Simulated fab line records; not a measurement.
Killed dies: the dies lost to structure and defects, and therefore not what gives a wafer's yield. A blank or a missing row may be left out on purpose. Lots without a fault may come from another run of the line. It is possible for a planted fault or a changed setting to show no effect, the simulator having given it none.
Matching of chambers	flow sky130	SKY_CONTACT_CMP_04 on cmp-02: 4 sister chambers
The step polishes SiO2. 30 wafers are shown with their chamber, then 12 later ones without.

== EACH WAFER AND ITS CHAMBER ==
wafer	chamber	motorCurrentA (A)	timeToEndpointS (s)
L075.3	0	8.9	80
L075.4	2	10.4	81
L075.5	2	10.5	86
L077.1	3	12.6	81
L077.2	0	9.1	84
L077.4	2	11.0	97
L080.1	2	10.1	86
L080.2	1	11.2	74
L080.5	2	10.8	89
L082.3	2	10.9	87
L082.5	0	9.3	88
L082.6	3	13.3	75
L083.2	0	9.1	84
L083.3	3	12.6	76
L083.4	1	10.5	81
L084.1	3	13.2	75
L084.3	2	10.1	85
L084.4	0	9.3	78
L086.1	0	9.4	89
L086.3	3	13.1	87
L086.4	2	10.6	94
L087.2	2	10.7	90
L087.3	3	12.8	79
L087.5	2	10.6	88
L089.4	2	10.3	90
L089.5	1	10.9	80
L089.6	2	11.2	90
L090.2	3	13.3	80
L090.3	2	10.6	90
L090.5	2	10.2	86

SIGNATURES (means of the wafers above)
reading	chamber 0	chamber 1	chamber 2	chamber 3	scatter within a chamber
motorCurrentA	9.183	10.867	10.571	12.986	0.307
timeToEndpointS	83.83	78.33	88.50	79.00	4.08
Rule: a wafer's distance from a chamber is the root of the sum, over the readings, of the square of ((its reading less the chamber's mean) divided by the reading's scatter). The wafer belongs to the nearest chamber; if the next one is less than 2 further off, it can't be placed. The scatter: take each reading less its chamber's mean, square it, sum over the shown wafers, divide by the number of wafers less the number of chambers, and take the root.

== WAFERS WHOSE CHAMBER IS MISSING ==
wafer	motorCurrentA (A)	timeToEndpointS (s)
L092.1	10.2	88
L092.4	10.4	81
L092.6	10.6	90
L093.2	9.7	83
L093.3	10.1	83
L093.5	10.4	84
L095.1	10.9	73
L095.2	10.6	81
L095.5	10.7	87
L096.3	12.6	81
L096.4	9.5	79
L096.5	9.1	88

== CHAMBER TAKEN BY EACH ==
wafer	from the rows above	in truth
L092.1	can't be placed: 2 or 1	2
L092.4	can't be placed: 1 or 2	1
L092.6	2	2
L093.2	can't be placed: 0 or 2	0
L093.3	can't be placed: 2 or 1 or 0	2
L093.5	can't be placed: 2 or 1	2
L095.1	1	1
L095.2	can't be placed: 1 or 2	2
L095.5	can't be placed: 2 or 1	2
L096.3	3	3
L096.4	0	0
L096.5	0	0
Correctly placed: 5 of 12. From these rows, 7 cannot be placed; in 7 the true chamber is one of the candidates. 0 placed wrongly.
